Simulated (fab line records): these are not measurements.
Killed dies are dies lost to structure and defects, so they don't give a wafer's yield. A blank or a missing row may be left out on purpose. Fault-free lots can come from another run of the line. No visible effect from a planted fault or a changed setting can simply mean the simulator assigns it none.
2 desks looking at one fault -- flow sky130 -- each desk holds nothing but its own numbers, with what lay behind them at the end

== FOR THE TOOL OWNER'S DESK: rie metal-01 ==
The tool's own readings at SKY_LOCAL_INTERCONNECT_METAL_ETCH_14 (etches TiN in Cl2/BCl3, stops on PSG, target depth 110 nm, time 31.4 s): means of the sampled wafers that have a number, for each lot that ran on this tool. Any lot whose mean is over 4 standard deviations away from the usual mean is out of limits and marked OUT; that distance is given in the brackets.
Columns: A = drypump motor current A at SKY_LOCAL_INTERCONNECT_METAL_ETCH_14, usual 6.1 A; B = oes product au at SKY_LOCAL_INTERCONNECT_METAL_ETCH_14, usual 0.942 a.u.; C = throttle valve pct at SKY_LOCAL_INTERCONNECT_METAL_ETCH_14, usual 21.900 %
lot,first seen here,A,B,C
L920,day 31 18:23,6.6,0.949,21.913
L926,day 33 04:26,6.6,0.957,21.899
L931,day 34 23:16,6.6,0.932,21.899
L932,day 35 03:02,6.6,0.943,21.894
L934,day 35 18:59,6.6,0.938,21.904
This desk's verdict: no lot among the 5 shows anything out of limits.

== FROM THE METROLOGY DESK ==
What the gauges read for every lot (on any tool): the sampled wafers with a number, averaged. Any lot whose mean is over 4 standard deviations away from the usual mean is out of limits and marked OUT; that distance is given in the brackets.
Columns: A = VIA4_HDPCVD_THK at SKY_VIA4_THK_MEAS_01, usual 1757 nm; B = PASSIVATION_CVD_02_THK at SKY_PASSIVATION_THK_MEAS_03, usual 541 nm
lot,first seen here,A,B
L917,day 42 03:49,1740,542
L918,day 42 06:16,1740,538
L919,day 42 17:30,1734,545
L920,day 43 00:35,1739,545
L921,day 43 00:58,1737,535
L922,day 43 03:41,1767,545
L923,day 43 16:46,1744,542
L926,day 44 05:43,1737,545
L931,day 45 14:31,1774,534
L932,day 45 17:27,1780,541
L934,day 46 07:04,1756,548
L937,day 47 06:29,1751,537
L938,day 47 10:36,1738,542
This desk's verdict: no lot among the 13 shows anything out of limits.

== PUT TOGETHER ==
The tool owner's desk saw nothing out of limits.
The metrology desk saw nothing out of limits.

== WHAT THE SIMULATOR PUT IN ==
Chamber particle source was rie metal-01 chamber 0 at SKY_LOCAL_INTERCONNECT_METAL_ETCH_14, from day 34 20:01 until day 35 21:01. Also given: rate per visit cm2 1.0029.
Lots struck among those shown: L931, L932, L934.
